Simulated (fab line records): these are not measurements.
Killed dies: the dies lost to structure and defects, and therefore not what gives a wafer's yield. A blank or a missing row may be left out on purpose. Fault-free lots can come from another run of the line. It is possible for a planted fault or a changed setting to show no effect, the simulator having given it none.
One fault through the eyes of 2 desks / flow sky130 / every desk sees just its own numbers, and what lay behind them comes last

THE TOOL OWNER'S DESK: litho_track-02
The tool's own readings at SKY_POLY_GATE_SOFTBAKE_09 (time 90 s): means of the sampled wafers that have a number, for each lot that ran on this tool. If a lot's mean is further than 4 standard deviations from the usual mean, the lot is out of limits and carries the mark OUT (the distance appears in the brackets).
Columns: A = heater_power_total_W at SKY_POLY_GATE_SOFTBAKE_09, usual 57.34 W; B = plate_temp_C at SKY_POLY_GATE_SOFTBAKE_09, usual 99.98 C
lot=L549; first seen here=day 16 02:00; A=57.47; B=100.07
lot=L559; first seen here=day 19 23:00; A=57.42; B=100.01
lot=L562; first seen here=day 21 02:00; A=54.30 (-25) OUT; B=96.10 (-32) OUT
lot=L566; first seen here=day 22 15:00; A=54.37 (-25) OUT; B=96.16 (-32) OUT
Finding of this desk: L562, L566 out of limits; the first was L562 at day 21 02:00, on heater_power_total_W at SKY_POLY_GATE_SOFTBAKE_09. Within limits: L549, L559.

AT THE METROLOGY DESK
What the gauges read, lot by lot, whatever tool the lot ran on: means of the sampled wafers that have a number. If a lot's mean is further than 4 standard deviations from the usual mean, the lot is out of limits and carries the mark OUT (the distance appears in the brackets).
Columns: A = POLY_GATE_TW at SKY_RES_PROTECT_TW_MEAS_08, usual 4024; B = POLY_GATE_CVD_03_THK at SKY_POLY_GATE_THK_MEAS_04, usual 74.6 nm; C = cd_nm at SKY_POLY_GATE_CD_MEAS_13, usual 150.2 nm; D = POLY_GATE_OVL at SKY_POLY_GATE_OVL_MEAS_14, usual -3 nm
lot=L549; first seen here=day 15 10:54; A=3983; B=72.7; C=147.4; D=-4
lot=L559; first seen here=day 19 04:58; A=4089; B=74.2; C=150.8; D=-15
lot=L562; first seen here=day 20 08:01; A=4045; B=75.0; C=151.0; D=-5
lot=L566; first seen here=day 21 20:57; A=4005; B=75.3; C=153.7; D=-5
lot=L570; first seen here=day 22 20:49; A=4015; B=74.3; C=150.6; D=-3
lot=L571; first seen here=day 23 09:28; A=4073; B=75.0; C=150.6; D=-10
This desk's finding: nothing out of limits on any of the 6 lots.

ALL TOGETHER
An alarm could have come from the tool owner's desk at day 21 02:00, on L562, L566.
At the metrology desk, nothing out of limits was observed.
The metrology desk has L562, L566 on record, within its limits.
Every lot named ran SKY_POLY_GATE_SOFTBAKE_09 on litho_track-02.

WHAT HAD BEEN PUT IN BY THE SIMULATOR
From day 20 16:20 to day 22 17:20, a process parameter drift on litho_track-02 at SKY_POLY_GATE_SOFTBAKE_09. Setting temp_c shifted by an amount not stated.
Lots struck among those shown: L562, L566.
Delay in hours, fault start to first out-of-limits reading, by desk: the tool owner's desk at 10.
